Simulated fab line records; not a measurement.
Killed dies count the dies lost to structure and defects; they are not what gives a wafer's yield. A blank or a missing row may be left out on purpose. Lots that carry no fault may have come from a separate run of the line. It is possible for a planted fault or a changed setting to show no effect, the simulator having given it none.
Split-lot experiment ; flow gf180mcu ; 23 wafers read across 5 lots, on a route 602 steps long

THE SPLIT
At GF_V3_PEB_12 (peb time 90 s), the setting pebTimeS was moved away from the recipe's 90 s on 9 of the 23 wafers read, by -13.5% to -6.5%. All remaining wafers had this setting at the recipe value.

FROM THE SPLIT TO THE READING: what the file shows between them, 1 step
- GF_V3_DEVELOP_13: develop time 60 s

THE READING
cdNm, in nm, at GF_V3_CD_MEAS_14 (target cd 260 nm). Typical for fault-free wafers on this fab line: 260.1 nm, with standard deviation 1.1 nm.

wafer;tool, chamber at the split;pebTimeS as run, s;against the recipe;cdNm, nm;against lot-mates on the recipe
L074.1;lithoTrack-01, 0;90;recipe;259.2;-
L074.2;lithoTrack-01, 0;90;recipe;259.4;-
L074.3;lithoTrack-01, 0;90;recipe;258.8;-
L078.1;lithoTrack-03, 0;77.85;-13.5%;255.4;-4.1
L078.2;lithoTrack-03, 0;77.85;-13.5%;256.0;-3.5
L078.3;lithoTrack-03, 0;90;recipe;260.0;-
L078.4;lithoTrack-03, 0;90;recipe;259.0;-
L078.6;lithoTrack-03, 0;77.85;-13.5%;255.1;-4.4
L081.1;lithoTrack-01, 0;90;recipe;261.3;-
L081.3;lithoTrack-01, 0;90;recipe;262.1;-
L081.4;lithoTrack-01, 0;83.5;-7.2%;259.6;-2.1
L081.5;lithoTrack-01, 0;83.5;-7.2%;259.7;-2.0
L081.6;lithoTrack-01, 0;83.5;-7.2%;259.3;-2.4
L082.1;lithoTrack-04, 0;90;recipe;260.7;-
L082.3;lithoTrack-04, 0;90;recipe;260.9;-
L082.4;lithoTrack-04, 0;90;recipe;260.6;-
L082.5;lithoTrack-04, 0;90;recipe;261.4;-
L082.6;lithoTrack-04, 0;90;recipe;261.8;-
L085.1;lithoTrack-01, 0;90;recipe;261.5;-
L085.2;lithoTrack-01, 0;84.12;-6.5%;259.0;-2.9
L085.3;lithoTrack-01, 0;90;recipe;262.2;-
L085.4;lithoTrack-01, 0;84.12;-6.5%;259.0;-2.9
L085.6;lithoTrack-01, 0;84.12;-6.5%;258.9;-3.0

FIT RESULTS
A straight line over all 23 wafers: cdNm changes by +0.333 nm for each +1% of pebTimeS; r = +0.84; the points scatter about the line by 1.1 nm.
The same after taking each lot's own level away (the mean of its wafers on the recipe; 23 wafers): +0.313 nm for each +1%; r = +0.96; scatter 0.49 nm.
According to that fit, moving pebTimeS by its largest amount changes the reading by 4.2 nm.
The lots' own levels span 259.13 to 261.85 nm, that is 2.5 times the standard deviation above.
So the lot-to-lot level changes the slope little: the two slopes agree.
Check: with one of the wafers moved furthest among these (-13.5%) left out of the fit, the line predicts -4.34 nm for it against its lot-mates. It came out at -4.1 nm against them.

THESE WAFERS: OTHER SPLITS
Other splits were also applied to these wafers ahead of the reading. Each is held against what the fit with the lots' levels taken away leaves over:
other split on the same wafers;wafers away from the commonest value;r with cdNm (lot level and that fit taken away)
GF_V2_DEVELOP_13 devTempC;10;+0.18
GF_V2_CVD_23 tempC;5;+0.01
GF_M3_COAT_09 resistThkNm;8;-0.13
GF_M3_DEVELOP_13 developTimeS;2;-0.37
GF_V3_CVD_02 timeS;4;+0.00

THE WHOLE CHAIN: every reading that the file lists as answering this split, in the file's order
step;what it does;reading;change (the file's fit);r (the file's)
GF_V3_CD_MEAS_14;target cd 260 nm;cdNm;+0.316 nm for each +1% of the setting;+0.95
GF_V3_ETCH_16;etches BARC in N2/H2;V3.cdNm (the simulator's own value, which no gauge read);+0.255 nm for each +1% of the setting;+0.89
GF_V3_ETCH_17;etches SiO2 in C4F8/O2/Ar, stops on TiN, target depth 635 nm;V3.cdNm (the simulator's own value, which no gauge read);+0.251 nm for each +1% of the setting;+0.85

FILE'S OWN FIT
cdNm changes by +0.316 nm for each +1% of pebTimeS, r = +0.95.
